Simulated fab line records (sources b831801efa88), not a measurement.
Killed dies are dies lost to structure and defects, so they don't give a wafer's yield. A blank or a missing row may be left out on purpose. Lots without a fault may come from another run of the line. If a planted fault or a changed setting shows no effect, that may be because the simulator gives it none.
What tool caused it? -- flow sky130 -- 6 lots, 17 wafers sampled, at 3 steps of a route of 708

WHAT THE GAUGES SHOWED, per wafer
SKY_SD_N_RS_MEAS_16: a four-point-probe measurement.
lot,measured,on,SD_N_RS (ohm/sq)
L852,day 28 17:55,film metro-04,68.15 68.27 68.14
L854,day 29 08:17,film metro-04,68.56 68.31 68.36
L856,day 30 03:47,film metro-04,68.59 68.41 68.52
L864,day 32 20:58,film metro-01,67.28 67.45
L869,day 34 07:25,film metro-04,68.36 68.40 68.37
L873,day 35 09:21,film metro-04,68.56 68.29 68.23

WHAT TOOL EACH LOT RAN ON (gives the tool, then ch and the chambers of the sampled wafers, and finally the start)
lot,SKY_RES_XHIGH_STRIP_08,SKY_SD_N_RTA_14
L852,"plasma asher-01 ch 1, day 27 13:07","rtp anneal-02 ch 0, day 28 17:44"
L854,"plasma asher-01 ch 0,1, day 28 02:26","rtp anneal-02 ch 0, day 29 08:05"
L856,"plasma asher-02 ch 0,1, day 28 22:49","rtp anneal-02 ch 0, day 30 03:35"
L864,"plasma asher-01 ch 0,1, day 31 17:12","rtp anneal-02 ch 0, day 32 20:47"
L869,"plasma asher-01 ch 0,1, day 33 03:34","rtp anneal-01 ch 0, day 34 07:14"
L873,"plasma asher-02 ch 0,1, day 34 06:35","rtp anneal-01 ch 0, day 35 09:10"
- SKY_RES_XHIGH_STRIP_08: strips in O2/N2.
- SKY_SD_N_RTA_14: time 2 s.

THE ANSWER, worked out from the rows above alone
Rule: the lots themselves supply what counts as usual. The widest of any qualifying gaps counts: lots, ordered by their means at a reading, are off when they make up no more than a third of the lots, leave a main group of 4 or more, and stand apart from it by 3 or more times the standard deviation of that group's means. A main group is skipped when, at the precision printed for the reading in the tables above, its means are all equal. Also off: a lot with no number at a reading for which 4 or more lots have one. All remaining lots with rows at the step are treated as sound.
Off: L864, seen at SKY_SD_N_RS_MEAS_16 (SD_N_RS). The main group has a mean of 68.37 ohm/sq with a standard deviation of 0.1.
A tool fits if, at a process step before that reading, it ran every lot that is off, and no sound lot after the first of them. Gauges at SKY_SD_N_RS_MEAS_16: tried the same way as those tools. This does not decide it: 2 tools fit, namely rtp anneal-02 at SKY_SD_N_RTA_14 and film metro-01 at SKY_SD_N_RS_MEAS_16.

WHAT THE SIMULATOR PUT IN
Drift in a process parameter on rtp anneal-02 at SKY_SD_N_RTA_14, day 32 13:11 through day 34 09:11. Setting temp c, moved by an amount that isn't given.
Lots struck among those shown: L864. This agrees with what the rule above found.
